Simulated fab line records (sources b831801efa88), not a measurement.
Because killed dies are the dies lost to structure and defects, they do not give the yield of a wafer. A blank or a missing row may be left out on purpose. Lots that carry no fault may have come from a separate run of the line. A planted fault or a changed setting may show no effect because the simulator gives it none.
fab line records	flow sky130
[record] lots = 14	wafers = 42	last_day = 49
route steps=708 shown VT_ADJUST_NCORE@127 SONOS_TUNNEL@161 SONOS_ONO@168
lots untouched by any fault: they come from a run of this same line in which no faults occurred
start_h: hours from the record's opening day to when the first of the lot's shown wafers began	wait_h: how many hours have passed since the lot's step before this one	" repeats the value in the row above	L1.1+2: a single row standing in for several wafers	- no value, or no start given	* or withheld: withheld	< > ~ a bound
route shown NAME@n: NAME is a module with steps in the file, n the number in the route of the first one	usual: mean/standard deviation taken from wafers without a fault	same: alike in all rows	chamber/n: place in a boat	sites: readings site by site	_std_site: the values' standard deviation	_edge_site: inner sites' mean taken away from outer sites' mean	radius_mm: for every site, how far away it sits from the centre of the wafer	mask NAME#n: copy n	behind: the tool/chamber that last shaped the wafer	hold: why the lot was held/for how many hours/how that ended	device: the n, p or np transistor that did not switch	end of line: the same wafers' tests at the end of the route	for a step that has no rows: nothing shown but its recipe	killed: count of dies lost to structure and defects at first sort (not the wafer's yield)	map: the dies of a wafer, with x for killed, . for not killed, _ for no die there
set.NAME: the setting as run; set.NAME@STEP: as run at that earlier step	model.NAME: the simulator's own value behind a step, which no gauge read
a sample of lots followed through the steps of the route, with each step as a table and each wafer as a row
services: when a tool's chamber went out of use (start_h, in hours from the record's first day, below 0 if earlier), for how many hours, and the reason
[[steps]]
[step SKY_VT_ADJUST_NCORE_OVL_MEAS_08]
[usual] VT_ADJUST_NCORE_OVL = -0.4/1.3
lot.wafer	tool	chamber	start_h	wait_h	VT_ADJUST_NCORE_OVL[nm]
L736.1	overlay-02	-	187.04	0.1	-0.1
L736.3	"	-	"	"	-0.3
L736.4	"	-	"	"	-1.2
L737.1	overlay-01	-	193.84	0.1	-3.6
L737.5	"	-	"	"	-1.4
L737.6	"	-	"	"	-2.0
L740.2	overlay-01	-	221.24	0.1	0.5
L740.5	"	-	"	"	1.5
L740.6	"	-	"	"	2.0
L741.2	overlay-01	-	222.59	0.1	1.6
L741.4	"	-	"	"	1.7
L741.6	"	-	"	"	-0.7
L742.2	overlay-01	-	226.19	0.1	-0.9
L742.3	"	-	"	"	1.0
L742.6	"	-	"	"	0.3
L743.2	overlay-01	-	234.04	0.1	-3.1
L743.5	"	-	"	"	0.3
L743.6	"	-	"	"	-0.6
L744.3	overlay-01	-	240.44	0.1	-2.5
L744.5	"	-	"	"	-0.1
L744.6	"	-	"	"	-1.2
L745.2	overlay-01	-	245.14	0.1	2.0
L745.5	"	-	"	"	-0.3
L745.6	"	-	"	"	2.5
L748.1	overlay-02	-	265.38	0.1	-0.3
L748.2	"	-	"	"	1.0
L748.3	"	-	"	"	1.2
L750.1	overlay-01	-	283.78	0.1	0.9
L750.2	"	-	"	"	-0.8
L750.4	"	-	"	"	-0.7
L751.2	overlay-01	-	288.49	0.1	-0.9
L751.3	"	-	"	"	-1.5
L751.6	"	-	"	"	0.2
L752.1	overlay-01	-	299.09	0.1	2.0
L752.5	"	-	"	"	0.8
L752.6	"	-	"	"	0.2
L753.1	overlay-02	-	300.18	0.1	-0.9
L753.2	"	-	"	"	-0.9
L753.4	"	-	"	"	-2.0
L754.3	overlay-02	-	308.20	0.1	2.0
L754.4	"	-	"	"	0.6
L754.5	"	-	"	"	1.8
[step SKY_SONOS_TUNNEL_CD_MEAS_07]
[recipe] target_cd_nm = 410
[usual] cd_nm = 410.2/2
lot.wafer	tool	chamber	start_h	wait_h	cd_nm
L736.1	cd_sem-01	-	251.59	0.1	408.6
L736.3	"	-	"	"	406.2
L736.4	"	-	"	"	408.5
L737.1	cd_sem-02	-	259.32	0.1	412.3
L737.5	"	-	"	"	413.4
L737.6	"	-	"	"	410.9
L740.2	cd_sem-02	-	289.54	0.1	408.0
L740.5	"	-	"	"	408.8
L740.6	"	-	"	"	407.9
L741.2	cd_sem-02	-	291.04	0.1	411.6
L741.4	"	-	"	"	415.0
L741.6	"	-	"	"	412.6
L742.2	cd_sem-01	-	296.49	0.1	408.6
L742.3	"	-	"	"	412.2
L742.6	"	-	"	"	409.7
L743.2	cd_sem-02	-	305.94	0.1	406.9
L743.5	"	-	"	"	410.9
L743.6	"	-	"	"	410.4
L744.3	cd_sem-01	-	314.13	0.1	409.6
L744.5	"	-	"	"	408.9
L744.6	"	-	"	"	410.5
L745.2	cd_sem-02	-	319.64	0.1	410.2
L745.5	"	-	"	"	409.4
L745.6	"	-	"	"	409.1
L748.1	cd_sem-02	-	342.49	0.1	408.3
L748.2	"	-	"	"	409.0
L748.3	"	-	"	"	408.0
L750.1	cd_sem-01	-	364.54	0.1	408.4
L750.2	"	-	"	"	408.6
L750.4	"	-	"	"	407.5
L751.2	cd_sem-02	-	368.68	0.1	409.4
L751.3	"	-	"	"	409.7
L751.6	"	-	"	"	409.1
L752.1	cd_sem-01	-	381.71	0.1	410.3
L752.5	"	-	"	"	411.1
L752.6	"	-	"	"	412.0
L753.1	cd_sem-02	-	382.12	0.1	407.8
L753.2	"	-	"	"	407.8
L753.4	"	-	"	"	407.9
L754.3	cd_sem-02	-	392.33	0.1	412.9
L754.4	"	-	"	"	412.7
L754.5	"	-	"	"	412.4
[step SKY_SONOS_ONO_OXIDATION_00]
[recipe] temp_c = 800	ambient = O2	idle_temp_c = 700	ramp_up_c_per_min = 10	ramp_down_c_per_min = 3	stabilise_s = 600	purge_s = 300	target_thk_a = 26	ox_time_s = 1249
[usual] spike_tc_bottom_C = 817.9/1.3	spike_tc_centre_C = 801.1/1.2	spike_tc_lower_C = 800.3/1.1	spike_tc_top_C = 815.1/2.5	spike_tc_upper_C = 800.5/1	tube_center_temp_C = 800/0.07	tube_center_temp_C_max = 802.1/0.35	zone_power_lower_pct = 13.39/0.13	zone_power_top_pct = 30/4.5
[same] purge_s = 300
lot.wafer	tool	chamber	start_h	wait_h	spike_tc_bottom_C	spike_tc_centre_C	spike_tc_lower_C	spike_tc_top_C	spike_tc_upper_C	tube_center_temp_C	tube_center_temp_C_max	zone_power_lower_pct	zone_power_top_pct
L736.1	furnace-01	0	252.26	0.0	816.6	801.7	798.7	816.5	800.8	800.01	802.1	13.63	25
L736.3	"	0	"	"	817.0	803.5	799.9	818.2	800.4	800.11	802.3	13.44	26
L736.4	"	0	"	"	818.5	800.2	799.4	818.0	799.8	800.08	801.6	13.38	25
L737.1	furnace-01	0	260.48	0.3	817.9	801.5	800.1	816.6	802.0	799.98	803.2	13.36	26
L737.5	"	0	"	"	818.2	800.9	801.9	816.8	799.0	799.98	802.1	13.37	26
L737.6	"	0	"	"	818.1	801.5	800.6	817.3	800.3	799.96	801.8	13.34	26
L740.2	furnace-02	0	290.65	0.5	817.9	801.8	801.2	813.5	800.3	800.06	802.0	13.45	35
L740.5	"	0	"	"	818.5	798.0	801.2	810.6	798.9	800.01	801.9	13.31	35
L740.6	"	0	"	"	816.4	800.6	799.9	812.1	801.1	800.06	801.9	13.28	35
L741.2	furnace-02	0	293.49	1.8	819.7	798.3	798.6	812.6	802.4	800.01	802.4	13.33	35
L741.4	"	0	"	"	818.6	802.2	799.8	812.2	801.4	800.1	803.0	13.35	35
L741.6	"	0	"	"	817.6	801.3	800.4	812.2	802.2	800.07	802.1	13.61	35
L742.2	furnace-01	0	297.12	0.0	816.1	802.3	802.0	817.2	800.3	800.03	801.8	13.22	25
L742.3	"	0	"	"	817.0	801.2	800.9	816.9	802.3	800.09	802.3	13.41	26
L742.6	"	0	"	"	818.3	802.3	800.4	815.5	801.8	799.98	802.7	13.61	25
L743.2	furnace-01	0	307.19	0.6	817.2	802.5	799.9	816.7	800.9	799.95	802.0	13.45	25
L743.5	"	0	"	"	816.4	800.9	799.3	816.6	800.6	800.08	802.6	13.30	26
L743.6	"	0	"	"	816.9	801.5	801.1	818.4	801.6	800.13	801.8	13.33	25
L744.3	furnace-01	0	315.64	0.9	817.9	800.6	800.5	816.5	800.6	799.96	802.4	13.53	25
L744.5	"	0	"	"	817.1	801.6	798.3	817.0	798.8	799.95	802.1	13.38	25
L744.6	"	0	"	"	817.2	802.2	800.8	816.6	800.7	800.11	801.8	13.39	26
L745.2	furnace-02	0	322.35	2.1	819.5	801.7	799.7	811.7	799.3	799.87	802.0	13.44	35
L745.5	"	0	"	"	818.2	799.9	800.3	811.3	800.5	800	802.2	13.25	35
L745.6	"	0	"	"	820.5	801.1	800.0	811.9	800.4	800.03	801.5	13.43	35
L748.1	furnace-01	0	343.14	0.0	817.2	801.6	801.0	815.9	800.9	799.89	801.8	13.47	26
L748.2	"	0	"	"	818.0	803.5	801.3	817.3	801.8	799.96	801.8	13.27	25
L748.3	"	0	"	"	817.9	801.0	800.0	817.3	801.5	800.15	802.2	13.35	26
L750.1	furnace-01	0	365.59	0.4	837.2	822.0	820.8	838.1	820.8	819.69	821.8	14.25	26
L750.2	"	0	"	"	835.9	822.0	821.2	836.0	819.5	819.62	821.5	14.14	27
L750.4	"	0	"	"	839.3	822.4	822.2	838.0	820.8	819.8	822.0	14.11	27
L751.2	furnace-02	0	369.60	0.3	819.5	800.6	800.0	813.5	801.0	799.95	802.0	13.57	35
L751.3	"	0	"	"	820.4	801.1	799.1	813.8	800.4	800.08	801.6	13.35	34
L751.6	"	0	"	"	817.3	798.4	801.4	813.2	798.8	800.09	802.3	13.19	34
L752.1	furnace-02	0	382.41	0.1	816.9	798.9	800.4	811.7	801.1	799.98	802.0	13.30	35
L752.5	"	0	"	"	817.7	800.2	801.3	814.2	801.1	800.07	802.1	13.18	35
L752.6	"	0	"	"	818.6	801.3	797.8	812.9	802.0	799.99	802.1	13.60	34
L753.1	furnace-01	0	383.70	0.9	836.3	821.9	820.8	836.9	819.9	819.8	821.9	14.08	27
L753.2	"	0	"	"	835.7	822.4	819.8	835.5	819.7	819.84	822.0	14.10	27
L753.4	"	0	"	"	836.2	821.0	819.9	834.0	821.0	819.82	822.2	14.14	27
L754.3	furnace-02	0	393.29	0.4	817.9	801.4	799.6	813.8	801.1	800.05	802.2	13.19	34
L754.4	"	0	"	"	818.3	799.4	799.9	812.1	800.6	799.99	802.4	13.43	35
L754.5	"	0	"	"	820.5	800.3	800.9	812.3	801.3	799.95	802.0	13.27	35
[step SKY_SONOS_ONO_THK_MEAS_01]
[recipe] reads = SiO2_of_SONOS_ONO_OXIDATION_00
[usual] SONOS_ONO_OXIDATION_THK = 2.62/0.056
lot.wafer	tool	chamber	start_h	wait_h	SONOS_ONO_OXIDATION_THK[nm]
L736.1	film_metro-02	-	253.60	0.0	2.60
L736.3	"	-	"	"	2.65
L736.4	"	-	"	"	2.57
L737.1	film_metro-04	-	261.83	0.0	2.68
L737.5	"	-	"	"	2.65
L737.6	"	-	"	"	2.58
L740.2	film_metro-02	-	292.00	0.0	2.68
L740.5	"	-	"	"	2.61
L740.6	"	-	"	"	2.63
L741.2	film_metro-04	-	294.85	0.0	2.73
L741.4	"	-	"	"	2.61
L741.6	"	-	"	"	2.72
L742.2	film_metro-01	-	298.47	0.0	2.63
L742.3	"	-	"	"	2.64
L742.6	"	-	"	"	2.61
L743.2	film_metro-02	-	308.55	0.0	2.60
L743.5	"	-	"	"	2.68
L743.6	"	-	"	"	2.74
L744.3	film_metro-04	-	317.01	0.0	2.66
L744.5	"	-	"	"	2.71
L744.6	"	-	"	"	2.63
L745.2	film_metro-04	-	323.71	0.0	2.50
L745.5	"	-	"	"	2.61
L745.6	"	-	"	"	2.56
L748.1	film_metro-01	-	344.49	0.0	2.59
L748.2	"	-	"	"	2.61
L748.3	"	-	"	"	2.63
L750.1	film_metro-04	-	366.93	0.0	3.47
L750.2	"	-	"	"	3.41
L750.4	"	-	"	"	3.40
L751.2	film_metro-01	-	370.95	0.0	2.55
L751.3	"	-	"	"	2.57
L751.6	"	-	"	"	2.54
L752.1	film_metro-04	-	383.75	0.0	2.64
L752.5	"	-	"	"	2.63
L752.6	"	-	"	"	2.62
L753.1	film_metro-02	-	385.05	0.0	3.43
L753.2	"	-	"	"	3.42
L753.4	"	-	"	"	3.41
L754.3	film_metro-01	-	394.66	0.0	2.65
L754.4	"	-	"	"	2.61
L754.5	"	-	"	"	2.58
[step SKY_SONOS_ONO_ETCH_15]
[recipe] target_depth_nm = 19.52	chemistry = CHF3/O2	source_w = 600	bias_w = 200	pressure_mtorr = 40	chf3_flow_sccm = 50	O2_flow_sccm = 5	time_s = 7.8
[usual] bias_w = 199.9/0.58	drypump_motor_current_A = 5.6/0.45	oes_product_au = 1.000/0.015	throttle_valve_pct = 8.825/0.0097
lot.wafer	tool	chamber	start_h	wait_h	bias_w	drypump_motor_current_A	oes_product_au	rf_hours_counter_h	throttle_valve_pct
L736.1	rie_diel-01	0	281.72	0.0	200.9	5.4	0.987	134	8.829
L736.3	"	1	"	"	200.4	5.3	1.009	1	8.814
L736.4	"	1	"	"	200.0	5.3	1.007	-	8.818
L737.1	rie_diel-02	0	290.12	0.0	200.8	5.0	0.994	72	8.817
L737.5	"	3	"	"	200.8	6.2	0.987	-	8.815
L737.6	"	0	"	"	200.7	5.0	0.994	-	8.829
L740.2	rie_diel-02	0	321.77	0.0	199.7	5.0	0.998	73	8.820
L740.5	"	2	"	"	199.4	5.2	0.999	-	8.831
L740.6	"	3	"	"	199.3	6.2	0.997	-	8.824
L741.2	rie_diel-01	2	323.77	0.0	199.8	6.2	1.003	7	8.833
L741.4	"	1	"	"	198.9	5.3	0.989	2	8.841
L741.6	"	3	"	"	199.7	5.0	1.024	-	8.833
L742.2	rie_diel-04	3	327.02	0.0	200.4	6.1	0.981	8	8.821
L742.3	"	1	"	"	199.7	5.7	1.017	77	8.818
L742.6	"	3	"	"	200.0	6.1	0.981	-	8.829
L743.2	rie_diel-01	2	338.77	0.0	199.3	6.2	1.002	8	8.817
L743.5	"	0	"	"	199.8	5.4	0.989	-	8.815
L743.6	"	3	"	"	200.1	5.0	1.024	-	8.829
L744.3	rie_diel-04	2	346.27	0.0	199.0	5.2	0.992	25	8.806
L744.5	"	2	"	"	199.9	5.2	1.000	-	8.824
L744.6	"	1	"	"	199.3	5.7	1.031	-	8.825
L745.2	rie_diel-01	3	354.52	0.0	199.7	5.0	1.019	1	8.831
L745.5	"	3	"	"	199.2	4.9	1.021	-	8.831
L745.6	"	1	"	"	200.5	5.3	1.004	-	8.830
L748.1	rie_diel-01	3	374.77	0.0	200.0	4.9	1.025	1	8.845
L748.2	"	1	"	"	200.3	5.3	0.993	3	8.835
L748.3	"	2	"	"	200.5	6.2	0.998	8	8.822
L750.1	rie_diel-02	2	398.97	0.0	200.0	5.1	0.979	77	8.817
L750.2	"	1	"	"	199.6	5.8	1.015	7	8.821
L750.4	"	0	"	"	199.7	5.0	0.996	75	8.828
L751.2	rie_diel-04	1	403.91	0.0	199.7	5.8	1.022	78	8.827
L751.3	"	3	"	"	200.7	6.1	0.990	9	8.826
L751.6	"	0	"	"	199.5	6.0	0.998	-	8.840
L752.1	rie_diel-04	0	418.58	0.0	200.1	6.0	0.990	86	8.807
L752.5	"	3	"	"	200.1	6.1	0.981	-	8.791
L752.6	"	0	"	"	199.4	6.0	0.990	-	8.830
L753.1	rie_diel-01	1	418.72	0.0	199.6	5.3	0.994	4	8.834
L753.2	"	2	"	"	198.6	6.2	1.006	9	8.838
L753.4	"	0	"	"	200.6	5.5	0.997	1	8.827
L754.3	rie_diel-02	0	428.12	0.0	199.6	5.0	0.995	75	8.839
L754.4	"	1	"	"	200.5	5.8	1.029	8	8.839
L754.5	"	2	"	"	199.9	5.1	0.987	-	8.804
[[services]]
tool	chamber	start_h	hours	kind
rie_diel-01	-	239.59	14.6	pm
furnace-01	-	239.80	5.0	pm
rie_diel-02	-	240.55	0.6	repair
rie_diel-01	1	255.86	8.8	repair
rie_diel-01	3	260.59	3.3	repair
rie_diel-01	3	264.70	-	clean
rie_diel-01	3	264.70	25.3	scheduled_down
rie_diel-01	3	264.70	25.3	vent_cycle
furnace-02	-	270.51	3.1	pm
rie_diel-01	0	290.01	-	clean
rie_diel-01	0	290.01	16.5	scheduled_down
rie_diel-01	0	290.01	16.5	vent_cycle
furnace-01	-	312.81	2.8	pm
rie_diel-01	-	339.86	2.5	repair
rie_diel-01	0	354.23	13.8	repair
rie_diel-02	0	365.53	4.5	repair
rie_diel-04	2	403.14	5.7	repair
[[key]]
[first_sign] step = SKY_SONOS_ONO_OXIDATION_00	reading = tube_center_temp_C	direction = up	sigmas = 99+	usual = *	struck = *
[effect] step = SKY_SONOS_ONO_OXIDATION_00	reading = tube_center_temp_C_max	direction = up	sigmas = 57	usual = *	struck = *
[effect] step = SKY_SONOS_ONO_THK_MEAS_01	reading = SONOS_ONO_OXIDATION_THK	direction = up	sigmas = 14	usual = 2.62	struck = 3.42
met_at SKY_SONOS_ONO_OXIDATION_00
struck_lots L750,L753
sort_left_out L750.1,L750.2,L750.4,L753.1,L753.2,L753.4
tester_left_out L750,L753
not_acting_at SKY_VT_ADJUST_NCORE_OVL_MEAS_08,SKY_SONOS_TUNNEL_CD_MEAS_07,SKY_SONOS_ONO_ETCH_15
onset_between 343.14 365.59
[fault] kind = process_parameter_drift	tool = furnace-01	chamber = -	onset_h = 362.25	steps = SKY_SONOS_ONO_OXIDATION_00	channel = temp_c	offset = *	shape = step	end_h = 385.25	acts_in = *	stated = *
// tester_left_out: of these lots the tester's yield and bins aren't shown, on N5 and GAA mostly nor the transistor test; their killed dies are dies lost to structure and defects alone, not to doping, threshold or leakage, so they don't give the yield
// sort_left_out: the simulated sort isn't trusted on such a fault, so these wafers' sort isn't shown, and their yield isn't known
